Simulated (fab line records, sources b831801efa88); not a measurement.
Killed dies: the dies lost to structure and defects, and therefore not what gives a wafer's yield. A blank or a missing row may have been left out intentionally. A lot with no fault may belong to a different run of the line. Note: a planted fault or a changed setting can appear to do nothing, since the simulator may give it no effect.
What tool caused it? -- flow sky130 -- 12 lots, 36 wafers sampled, at 4 steps of a route of 708

== WHAT EACH GAUGE READ, for each wafer ==
SKY_METAL2_THK_MEAS_06: measures by xrf. Usual: METAL2_ALCU_THK 248 nm, standard deviation 3.8.
lot,measured,on,METAL2_ALCU_THK (nm),flag
L295,day 34 07:59,film-metro-04,248 251 250,
L296,day 34 16:09,film-metro-01,248 250 252,
L297,day 35 09:02,film-metro-01,243 244 246,
L298,day 35 10:46,film-metro-04,249 248 249,
L299,day 35 13:38,film-metro-04,255 258 255,
L300,day 36 04:02,film-metro-02,249 247 248,
L301,day 36 06:07,film-metro-02,254 254 248,
L306,day 38 05:12,film-metro-01,251 251 243,
L309,day 38 13:13,film-metro-01,248 247 248,
L312,day 39 14:41,film-metro-01,243 243 250,
L313,day 39 17:34,film-metro-01,246 251 243,
L314,day 40 05:34,film-metro-01,255 253 253,

SKY_METAL2_OVL_MEAS_16. Usual: METAL2_OVL 0 nm, standard deviation 5.2.
lot,measured,on,METAL2_OVL (nm),flag
L295,day 35 11:34,overlay-01,8 4 11,
L296,day 35 18:34,overlay-01,-4 3 -7,
L297,day 36 11:08,overlay-01,-5 0 2,
L298,day 36 13:01,overlay-02,-10 -12 -6,
L299,day 36 15:46,overlay-01,5 2 1,
L300,day 37 05:35,overlay-01,9 3 7,
L301,day 37 08:31,overlay-02,2 -2 -2,
L306,day 39 06:02,overlay-01,0 -2 -1,
L309,day 39 13:44,overlay-01,0 1 -5,
L312,day 40 15:13,overlay-02,-5 -1 2,
L313,day 40 18:16,overlay-01,-3 5 -2,
L314,day 41 05:20,overlay-02,4 -2 -2,

SKY_VIA2_RS_MEAS_22: measurement is done with a four-point probe. Usual: VIA2_W_RS 0.273 ohm/sq, standard deviation 0.0032.
lot,measured,on,VIA2_W_RS (ohm/sq),flag
L295,day 36 16:16,film-metro-03,0.270 0.274 0.273,
L296,day 36 22:26,film-metro-03,0.268 0.274 0.274,
L297,day 37 15:21,film-metro-01,0.274 0.275 0.267,
L298,day 37 17:50,film-metro-01,0.276 0.269 0.266,
L299,day 37 20:09,film-metro-01,0.277 0.271 0.276,
L300,day 38 09:35,film-metro-01,0.268 0.275 0.277,
L301,day 38 13:10,film-metro-03,0.272 0.278 0.269,
L306,day 40 08:54,film-metro-03,0.270 0.270 0.269,
L309,day 40 17:05,film-metro-01,0.274 0.271 0.275,
L312,day 41 17:54,film-metro-03,0.270 0.274 0.272,
L313,day 41 20:46,film-metro-02,0.278 0.277 0.271,
L314,day 42 07:15,film-metro-02,0.275 0.276 0.272,

== WHAT TOOL EACH LOT RAN ON (gives the tool, then ch and the chambers of the sampled wafers, and finally the start) ==
lot,SKY_LI_CONTACT_CMP_24
L295,"cmp-01 ch 1,2,3, day 29 10:56"
L296,"cmp-01 ch 0,1,3, day 29 19:28"
L297,"cmp-02 ch 0,3, day 30 13:19"
L298,"cmp-02 ch 0,1,3, day 30 15:16"
L299,"cmp-01 ch 0,1, day 30 18:54"
L300,"cmp-01 ch 0,1,3, day 31 10:02"
L301,"cmp-02 ch 2,3, day 31 12:13"
L306,"cmp-02 ch 0,2,3, day 33 11:55"
L309,"cmp-02 ch 2,3, day 33 21:44"
L312,"cmp-01 ch 0,1,3, day 35 00:53"
L313,"cmp-01 ch 0,2,3, day 35 03:20"
L314,"cmp-01 ch 1,2,3, day 35 14:41"
- SKY_LI_CONTACT_CMP_24: polishes, stops on PSG, t overpolish 20 s, target thk 0 nm.

== AS READ BY THE TOOLS THEMSELVES (means over the sampled wafers that have a number; for cases with no such wafer, the mark the record gives instead) ==
SKY_LI_CONTACT_CMP_24. Usual: motor-current-A 11.6 A, standard deviation 1.1; overpolish-run-s 20.000 s, standard deviation 0.0087; time-to-endpoint-s 95 s, standard deviation 4.8.
lot,tool,motor-current-A (A),overpolish-run-s (s),time-to-endpoint-s (s),flag
L295,cmp-01,11.9,19.998,93,
L296,cmp-01,11.7,19.999,94,
L297,cmp-02,12.5,20.003,98,
L298,cmp-02,11.5,20.001,94,
L299,cmp-01,11.5,19.995,94,
L300,cmp-01,12.0,19.996,93,
L301,cmp-02,10.8,20.010,90,
L306,cmp-02,11.8,19.993,90,
L309,cmp-02,11.3,19.998,89,
L312,cmp-01,11.6,20.003,96,
L313,cmp-01,11.5,20.003,101,
L314,cmp-01,12.2,19.999,97,

== THE ANSWER, worked out from the rows above alone ==
Rule: a lot counts as off when the mean over its wafers that have a number is more than 3 standard deviations away from the usual mean. A lot without any number at a reading at which 4 lots or more have one is off too. Any other lot the step has rows for is counted as sound. Order of review: gauges by route order, followed by the tools' own readings, for which a lot's mean as printed above is used. The first step at which some lot is off is used, and at that step the reading that is off furthest; a lot without a number counts as furthest.
No lot is off at any reading shown: from this, nothing can be told.

== WHAT THE SIMULATOR HAD PUT IN ==
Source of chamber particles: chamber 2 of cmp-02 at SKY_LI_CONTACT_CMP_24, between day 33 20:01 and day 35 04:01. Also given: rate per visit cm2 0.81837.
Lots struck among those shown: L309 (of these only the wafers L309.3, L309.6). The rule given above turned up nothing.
